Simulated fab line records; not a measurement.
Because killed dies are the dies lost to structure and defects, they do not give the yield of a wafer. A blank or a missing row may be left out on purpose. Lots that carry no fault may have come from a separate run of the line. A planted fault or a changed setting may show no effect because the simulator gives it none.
Comparing a struck lot with a sound one || flow sky130 || 14 steps out of a route of 708
Sound: wafers L342.1, L342.4, L342.5. Struck: wafers L344.1, L344.3, L344.5. The cause is named last.
Per side, at each step with rows, come the tool, then ch with its chambers, and then its first start. Under that, the readings that differ: sound wafers || struck wafers || difference of the means || sigmas: that difference in standard deviations of wafers without a fault.
alike: readings with means less than 2 such deviations apart, plus words and numbers identical on both sides. not compared: withheld readings, readings lacking a value on some wafer, bounds such as >300 that could conceal the same value, and numbers that have no deviation in the record and whose values overlap.
Wherever a step has rows on one side only, a row that says differs or no value, or a row with sigmas, the two part there. When numbers do not overlap yet have no deviation, they are printed without sigmas and do not part them. A reading that every wafer of one side lacks parts them only if that side has two wafers or more.

SKY_POLY_GATE_ETCH_15: etches BARC in N2/H2, stops on SiO2, time 118.5 s, target depth 110 nm.
  sound on rie diel-04 ch 0,1, day 19 06:34; struck on rie diel-03 ch 0,1,2, day 20 11:37
  alike: drypump motor current A, oes product au, throttle valve pct
  not compared: rf hours counter h
SKY_POLY_GATE_ETCH_16: etches Si3N4 in CH3F/O2, stops on poly-Si, time 147.5 s, target depth 75 nm.
  sound on rie diel-04 ch 0,1, day 19 06:39; struck on rie diel-03 ch 0,1,2, day 20 11:41
{"reading": "oes product au (a.u.)", "sound": "0.652 0.644 0.645", "struck": "0.633 0.635 0.630", "difference": -0.014, "sigmas": -3}
  alike: drypump motor current A, throttle valve pct
  not compared: rf hours counter h
SKY_POLY_GATE_ETCH_17: etches poly-Si in HBr/Cl2, stops on SiO2, target depth 180 nm, time 70.5 s.
  sound on rie si-01 ch 0,1,2, day 19 06:45; struck on rie si-01 ch 0,3, day 20 11:47
  alike: drypump motor current A, oes product au, throttle valve pct
  not compared: rf hours counter h
SKY_POLY_GATE_STRIP_18: strips in O2/N2.
  sound on plasma asher-01 ch 0, day 19 06:48; struck on plasma asher-01 ch 0,1, day 20 11:50
  alike: drypump motor current A, oes product au, strip time to endpoint s
  not compared: rf hours counter h
then, 2 steps without rows for these wafers: SKY_POLY_GATE_CLEAN_19 (cleans in SC1/SC2, time 150 s); SKY_POLY_GATE_OXIDATION_20 (stabilise 600 s, purge 300 s, target thk 4 nm).
SKY_POLY_GATE_THK_MEAS_21:
  sound on film metro-03 at day 19 08:12; struck on film metro-01 at day 20 13:17
  alike: POLY_GATE_OXIDATION_THK
SKY_POLY_GATE_CD_MEAS_22:
  sound on cd sem-01 at day 19 08:16; struck on cd sem-02 at day 20 13:21
  alike: cd nm
then, 4 steps without rows for these wafers: SKY_LDD_N_DEHYDRATE_00 (time 60 s); SKY_LDD_N_HMDS_01 (prime time 60 s); SKY_LDD_N_COAT_02 (resist thk 300 nm); SKY_LDD_N_SOFTBAKE_03 (time 60 s).
SKY_LDD_N_EXPOSE_04: exposes mask NTM, target cd 840 nm.
  sound on iline stepper-01 ch 0, day 19 23:39; struck on iline stepper-02 ch 0, day 21 04:44
{"reading": "mask", "sound": "NTM#0 NTM#0 NTM#0", "struck": "NTM_R1#0 NTM_R1#0 NTM_R1#0", "difference": "differs", "sigmas": ""}
after that, 1 step had no rows for these wafers: SKY_LDD_N_PEB_05.

== WHERE THEY PART ==
Last at SKY_LDD_N_EXPOSE_04 as far as this record goes, first at SKY_POLY_GATE_ETCH_16.

WHY: what had been put in by the simulator
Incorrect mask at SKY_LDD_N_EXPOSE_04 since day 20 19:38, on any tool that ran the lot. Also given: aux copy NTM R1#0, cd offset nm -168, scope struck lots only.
